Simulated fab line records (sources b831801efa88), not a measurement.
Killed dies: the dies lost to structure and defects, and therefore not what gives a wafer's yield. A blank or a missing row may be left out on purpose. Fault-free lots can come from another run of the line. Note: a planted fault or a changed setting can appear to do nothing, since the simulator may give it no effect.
A lot that was struck, set against a sound lot | flow sky130 | 14 steps out of a route of 708
Sound: the wafers L386.2, L386.3, L386.6. Struck: wafers L390.1, L390.3, L390.6. The cause is named last.
Each step with rows lists, per side, the tool, then ch with its chambers, then its first start. Under that, the readings that differ: sound wafers | struck wafers | difference of the means | sigmas: that difference in standard deviations of wafers without a fault.
alike: a reading whose means differ by less than 2 such deviations, as well as words and numbers matching on both sides. not compared: withheld readings; readings where some wafer has no value; bounds like >300 that might hide an equal value; numbers whose values overlap and for which the record gives no deviation.
A row with sigmas, a row that says differs or no value, or rows on one side alone: a step with any of these is where the two part. Numbers that have no deviation but don't overlap get no sigmas and don't part them. Lack of a reading on every wafer of one side parts them only where that side has two or more wafers.

first, 1 step without rows for these wafers: SKY_CAP2M_DEVELOP_11 (develop time 60 s).
SKY_CAP2M_OVL_MEAS_12:
  sound on overlay-02 at day 40 19:35; struck on overlay-02 at day 42 11:58
  alike: CAP2M_OVL
SKY_CAP2M_METAL_ETCH_13: etches TiN in Cl2/BCl3, stops on SiO2, target depth 220 nm, time 62.9 s.
  sound on rie_metal-04 ch 0,1, day 40 19:37; struck on rie_metal-01 ch 0, day 42 12:00
  alike: drypump_motor_current_A, oes_product_au, throttle_valve_pct
  not compared: rf_hours_counter_h
SKY_CAP2M_STRIP_14: strips in O2/N2.
  sound on plasma_asher-04 ch 0,1, day 40 19:43; struck on plasma_asher-03 ch 0, day 42 12:04
  reading                     | sound       | struck      | difference | sigmas
  drypump_motor_current_A (A) | 5.7 5.7 5.1 | 6.5 6.5 6.5 | +1.0       | +2
  alike: oes_product_au, strip_time_to_endpoint_s
  not compared: rf_hours_counter_h
then, 8 steps without rows for these wafers: SKY_CAP2M_STRIP_15 (strips in post etch residue remover, time 1200 s); SKY_CAP2M_CLEAN_16 (cleans in IPA, time 180 s); SKY_CAP2M_CLEAN_17 (cleans in O3/DIW); SKY_METAL4_DEHYDRATE_05 (time 60 s); SKY_METAL4_HMDS_06 (prime time 60 s); SKY_METAL4_COAT_07 (resist thk 60 nm); SKY_METAL4_COAT_08 (resist thk 1140 nm); SKY_METAL4_SOFTBAKE_09 (time 90 s).
SKY_METAL4_EXPOSE_10: exposes mask MM4, target cd 300 nm.
  struck on krf_scanner-02, day 43 00:29; sound on krf_scanner-01 ch 0, day 41 08:31
  no value came back on the struck wafers for exposure_dose_mJ_cm2, focus_offset_nm (nm); on the sound wafers exposure_dose_mJ_cm2 reads 27.96 28.00 27.99
  alike: mask
next, for these wafers, 1 step has no rows: SKY_METAL4_PEB_11.

## WHERE THEY PART
First at SKY_CAP2M_STRIP_14; last, within this record, at SKY_METAL4_EXPOSE_10.

WHY: the cause the simulator had injected
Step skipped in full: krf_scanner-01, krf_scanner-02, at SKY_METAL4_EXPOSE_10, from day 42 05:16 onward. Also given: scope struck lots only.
